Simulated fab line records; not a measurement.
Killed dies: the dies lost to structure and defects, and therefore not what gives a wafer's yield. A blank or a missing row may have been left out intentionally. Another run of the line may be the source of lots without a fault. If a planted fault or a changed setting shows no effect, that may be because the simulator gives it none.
Code-filled problem report in 8D (eight disciplines) form	flow sky130	the parts of the form that need people (team, actions taken, sign-off) are left out

## 1. PROBLEM STATEMENT
beam-energy-keV at SKY_LDD_N_IMPLANT_13 reads a mean of 51.276 on 6 wafers of 2 lots; wafers without a fault read 50.000 with a standard deviation of 0.015. That is +85 standard deviations from the usual mean.
First seen on wafer L506.2, day 20 10:02, on implanter-02. Wafers with a number at this step in the record: 18, from 6 lots. Rule for "out" (also "out of limits"): further than 4 standard deviations from the usual mean. The other wafers with a number count as sound.

## 2. WHAT THIS IS AND IS NOT
question	is	is not
which readings at this step	beam-energy-keV	end-station-pressure-torr
which lots	L506, L508	L519, L521, L523, L524
which wafers of those lots	all that have a number	-
read on which tools	implanter-02	implanter-04
when	from day 20 10:02	up to then (0 sound wafers); but 12 sound wafers of L519, L521, L523, L524 came after

## 3. SUSPECTS, AND WHAT RULES EACH OUT
Counting: any tool at a process step up to the reading is kept as a suspect provided that every lot that is out went through it and no sound lot did after the first of them.
- implanter-02 at SKY_LDD_N_IMPLANT_13: ruled out as a lasting fault. Sound lots L519, L523, L524 ran on it after its first lot that is out, L506 (day 20 10:02).
Left after counting: nothing in the record.

## 4. THE CAUSE (what the simulator had put in)
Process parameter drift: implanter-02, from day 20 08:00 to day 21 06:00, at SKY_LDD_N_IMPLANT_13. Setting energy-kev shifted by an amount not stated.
Counting ruled it out, wrongly.

## 5. THE EFFECT CHAIN, in route order
One row per reading whose mean, taken over the struck wafers that have a number, lies over 3 standard deviations from the usual. Only readings whose record carries a usual standard deviation are examined. hours: median over the lots of the time between each lot's start at the first step of this table that gives one and its start at this step. sigmas: the change, counted in usual standard deviations.
hours	step	reading	usual	on struck wafers	change	sigmas
0	SKY_LDD_N_IMPLANT_13	beam-energy-keV	50.000	51.276	+1.276	+85
Its process steps:
- SKY_LDD_N_IMPLANT_13

## 6. WHAT WOULD HAVE CAUGHT IT SOONER
2 hours passed between the start of the fault at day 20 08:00 and the first reading out of limits in this record, taken at day 20 10:02.
